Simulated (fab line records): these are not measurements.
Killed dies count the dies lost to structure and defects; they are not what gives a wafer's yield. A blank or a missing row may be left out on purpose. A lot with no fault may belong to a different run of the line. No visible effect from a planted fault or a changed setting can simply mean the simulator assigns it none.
fab line records -- flow sky130
[record] lots = 6, wafers = 18, last-day = 50
route steps=708 shown METAL3@570 VIA3@573
lots that met no fault: from a run of the same line without faults
start-h: hours from the record's opening day to when the first of the lot's shown wafers began -- wait-h: hours since the lot's step before -- " unchanged from the row above -- L1.1+2: several wafers, shown together as one row -- - no value, or no start was given -- * or withheld: withheld -- < > ~ a bound
route shown NAME@n: a module of which the file shows steps, and the number in the route of the first -- usual: mean and standard deviation over wafers with no fault -- same: alike in all rows -- chamber/n: place in a boat -- sites: readings site by site -- _std_site: the values' standard deviation -- _edge_site: inner sites' mean taken away from outer sites' mean -- radius-mm: how far each site lies from the wafer's centre -- mask NAME#n: copy n -- behind: the tool/chamber that last shaped the wafer -- hold: the reason the lot was held/the length of the hold in hours/how it ended -- device: the transistor (n, p or np) that didn't switch -- end of line: the route-end tests of the same wafers -- a step with no rows: only its recipe -- killed: not the wafer's yield, but the dies lost to structure and defects at the first sort -- map: shows each die of a wafer: x if killed, . if not, _ if none is there
set.NAME: the run value of the setting; set.NAME@STEP: its run value at that earlier step -- model.NAME: the simulator's own value behind a step, which no gauge read
certain route steps with their lots: each step a table, each wafer a row
services: a tool's chamber out of use, with start hour (start-h, from the record's first day; less than 0 if before it), hours out, and reason
[[steps]]
[step SKY_METAL3_STRIP_20]
[recipe] chemistry = post-etch-residue-remover, time-s = 1200, temp-c = 72.5
[step SKY_METAL3_CLEAN_21]
[recipe] chemistry = IPA, time-s = 180, temp-c = 25
[step SKY_METAL3_CLEAN_22]
[recipe] chemistry = O3/DIW, dry = n2-spin
[step SKY_VIA3_HDPCVD_00]
[recipe] material = SiO2, target-thk-nm = 1635, sigma-open-frac = 0.3, time-s = 272.5, temp-c = 400, sih4-flow-sccm = 60, pressure-mtorr = 6
[step SKY_VIA3_THK_MEAS_01]
[recipe] reads = SiO2_of_VIA3_HDPCVD_00
[usual] VIA3_HDPCVD_THK = 1642/16
lot.wafer,tool,chamber,start-h,wait-h,VIA3_HDPCVD_THK[nm]
L245.4,film-metro-03,-,922.42,0.0,1651
L245.5,film-metro-03,-,922.42,0.0,1666
L245.6,film-metro-03,-,922.42,0.0,1647
L249.1,film-metro-04,-,966.95,0.1,1623
L249.3,film-metro-04,-,966.95,0.1,1640
L249.4,film-metro-04,-,966.95,0.1,1636
L253.3,film-metro-03,-,986.03,0.1,1663
L253.4,film-metro-03,-,986.03,0.1,1660
L253.5,film-metro-03,-,986.03,0.1,1653
L252.1,film-metro-04,-,991.81,0.1,1635
L252.2,film-metro-04,-,991.81,0.1,1639
L252.3,film-metro-04,-,991.81,0.1,1675
L261.2,film-metro-04,-,1050.98,0.1,1640
L261.3,film-metro-04,-,1050.98,0.1,1635
L261.6,film-metro-04,-,1050.98,0.1,1614
L263.2,film-metro-03,-,1063.06,0.2,1614
L263.4,film-metro-03,-,1063.06,0.2,1628
L263.6,film-metro-03,-,1063.06,0.2,1617
[step SKY_VIA3_CMP_02]
[recipe] material = SiO2, down-force-psi = 4, platen-rpm = 60, pad-velocity-m-s = 0.94248
[usual] motor-current-A = 11.8/0.97
lot.wafer,tool,chamber,start-h,wait-h,motor-current-A
L245.4,cmp-01,1,922.45,0.0,11.5
L245.5,cmp-01,1,922.45,0.0,10.9
L245.6,cmp-01,2,922.45,0.0,13.7
L249.1,cmp-02,2,967.01,0.1,11.7
L249.4,cmp-02,3,967.01,0.1,11.3
L249.3,cmp-02,0,967.01,0.1,11.1
L253.3,cmp-01,1,990.14,4.1,10.4
L253.4,cmp-01,3,990.14,4.1,11.1
L253.5,cmp-01,1,990.14,4.1,10.7
L252.2,cmp-02,3,994.03,2.2,11.6
L252.1,cmp-02,0,994.03,2.2,11.6
L252.3,cmp-02,1,994.03,2.2,10.8
L261.2,cmp-02,2,1051.03,0.0,11.1
L261.3,cmp-02,3,1051.03,0.0,11.9
L261.6,cmp-02,3,1051.03,0.0,11.8
L263.2,cmp-02,2,1063.26,0.2,11.8
L263.4,cmp-02,1,1063.26,0.2,10.7
L263.6,cmp-02,3,1063.26,0.2,11.5
[step SKY_VIA3_BOW_MEAS_03]
[recipe] mode = bow
[usual] VIA3_BOW = 80/6.1
lot.wafer,tool,chamber,start-h,wait-h,VIA3_BOW[um]
L245.4,film-metro-04,-,922.81,0.3,81
L245.5,film-metro-04,-,922.81,0.3,68
L245.6,film-metro-04,-,922.81,0.3,77
L249.1,film-metro-02,-,967.31,0.2,78
L249.3,film-metro-02,-,967.31,0.2,65
L249.4,film-metro-02,-,967.31,0.2,73
L253.3,film-metro-03,-,990.43,0.2,77
L253.4,film-metro-03,-,990.43,0.2,86
L253.5,film-metro-03,-,990.43,0.2,92
L252.1,film-metro-02,-,994.29,0.2,64
L252.2,film-metro-02,-,994.29,0.2,78
L252.3,film-metro-02,-,994.29,0.2,76
L261.2,film-metro-02,-,1051.35,0.3,85
L261.3,film-metro-02,-,1051.35,0.3,85
L261.6,film-metro-02,-,1051.35,0.3,82
L263.2,film-metro-04,-,1063.58,0.3,73
L263.4,film-metro-04,-,1063.58,0.3,84
L263.6,film-metro-04,-,1063.58,0.3,76
[step SKY_VIA3_DEHYDRATE_04]
[recipe] temp-c = 200, time-s = 60
[step SKY_VIA3_HMDS_05]
[recipe] prime-time-s = 60, prime-temp-c = 120
[step SKY_VIA3_COAT_06]
[recipe] resist = BARC, temp-c = withheld, time-s = withheld, spin-rpm = 3000, resist-thk-nm = 60
[step SKY_VIA3_COAT_07]
[recipe] resist = KrF-thick, spin-rpm = 3000, resist-thk-nm = 450
[step SKY_VIA3_SOFTBAKE_08]
[recipe] temp-c = 100, time-s = 90, resist = KrF-thick
[step SKY_VIA3_EXPOSE_09]
[recipe] mask-id = VIM3, na = 0.8, source-shape = annular, sigma-inner = 0.55, sigma-outer = 0.85, target-cd-nm = 200, dose-mj = 38
[usual] exposure-dose-mJ-cm2 = 37.97/0.035, focus-offset-nm = 0.1/0.53
lot.wafer,tool,chamber,start-h,wait-h,mask,exposure-dose-mJ-cm2,focus-offset-nm
L245.4,krf-scanner-01,0,936.16,-,VIM3#0,37.97,-0.6
L245.5,krf-scanner-01,0,936.16,-,VIM3#0,37.94,-0.7
L245.6,krf-scanner-01,0,936.16,-,VIM3#0,37.88,-0.6
L249.1,krf-scanner-01,0,980.12,-,VIM3#0,37.97,0.6
L249.3,krf-scanner-01,0,980.12,-,VIM3#0,37.98,0.5
L249.4,krf-scanner-01,0,980.12,-,VIM3#0,37.91,0.5
L253.3,krf-scanner-01,-,999.86,-,VIM3#0,-,-
L253.4,krf-scanner-01,-,999.86,-,VIM3#0,-,-
L253.5,krf-scanner-01,-,999.86,-,VIM3#0,-,-
L252.1,krf-scanner-01,-,1005.53,-,VIM3#0,-,-
L252.2,krf-scanner-01,-,1005.53,-,VIM3#0,-,-
L252.3,krf-scanner-01,-,1005.53,-,VIM3#0,-,-
L261.2,krf-scanner-01,0,1062.66,-,VIM3#0,37.97,0.2
L261.3,krf-scanner-01,0,1062.66,-,VIM3#0,37.98,0.0
L261.6,krf-scanner-01,0,1062.66,-,VIM3#0,37.99,-0.1
L263.2,krf-scanner-02,0,1073.94,-,VIM3#0,37.97,0.7
L263.4,krf-scanner-02,0,1073.94,-,VIM3#0,37.97,0.5
L263.6,krf-scanner-02,0,1073.94,-,VIM3#0,37.96,0.7
[step SKY_VIA3_PEB_10]
[recipe] peb-temp-c = withheld, peb-time-s = withheld, resist = KrF-thick
[[services]]
tool,chamber,start-h,hours,kind
cmp-01,-,901.76,2.8,repair
krf-scanner-02,-,902.63,0.8,pm
krf-scanner-01,-,905.43,0.2,repair
krf-scanner-02,-,909.35,1.3,pm
cmp-02,-,918.87,4.0,pm
cmp-02,-,922.87,-,consumable-replace:conditioner
cmp-02,-,922.87,-,consumable-replace:pad
krf-scanner-01,-,936.37,0.5,repair
cmp-02,-,956.10,3.6,pm
krf-scanner-01,-,968.31,1.3,pm
cmp-02,-,983.60,8.9,pm
krf-scanner-01,-,985.88,1.3,repair
krf-scanner-01,0,994.61,-,calibration
krf-scanner-02,-,996.45,1.0,pm
krf-scanner-02,-,997.45,3.0,pm
krf-scanner-01,-,1006.66,0.8,pm
cmp-02,-,1013.64,2.5,repair
krf-scanner-02,-,1035.33,0.8,pm
krf-scanner-01,-,1036.19,1.0,pm
cmp-01,-,1037.63,0.6,repair
krf-scanner-02,-,1043.06,3.5,repair
krf-scanner-02,0,1050.99,-,calibration
[[key]]
[first-sign] step = SKY_VIA3_EXPOSE_09, reading = tool-record, direction = missing
effect none on later readings
met-at SKY_VIA3_EXPOSE_09
struck-wafers L252.1,L252.2,L252.3,L253.3,L253.4,L253.5
later-rows-left-out L252.1,L252.2,L252.3,L253.3,L253.4,L253.5
sort-left-out L252.1,L252.2,L252.3,L253.3,L253.4,L253.5
onset-between 980.12 999.86
[fault] kind = skipped-step-whole, tool = krf-scanner-01, chamber = -, onset-h = 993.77, steps = SKY_VIA3_EXPOSE_09, scope = struck-lots-only
// sort-left-out: the simulated sort isn't trusted on such a fault, so these wafers' sort isn't shown, and their yield isn't known
// later-rows-left-out: the simulator's readings of these wafers behind a module that went badly wrong aren't trusted and aren't shown, but for the sort
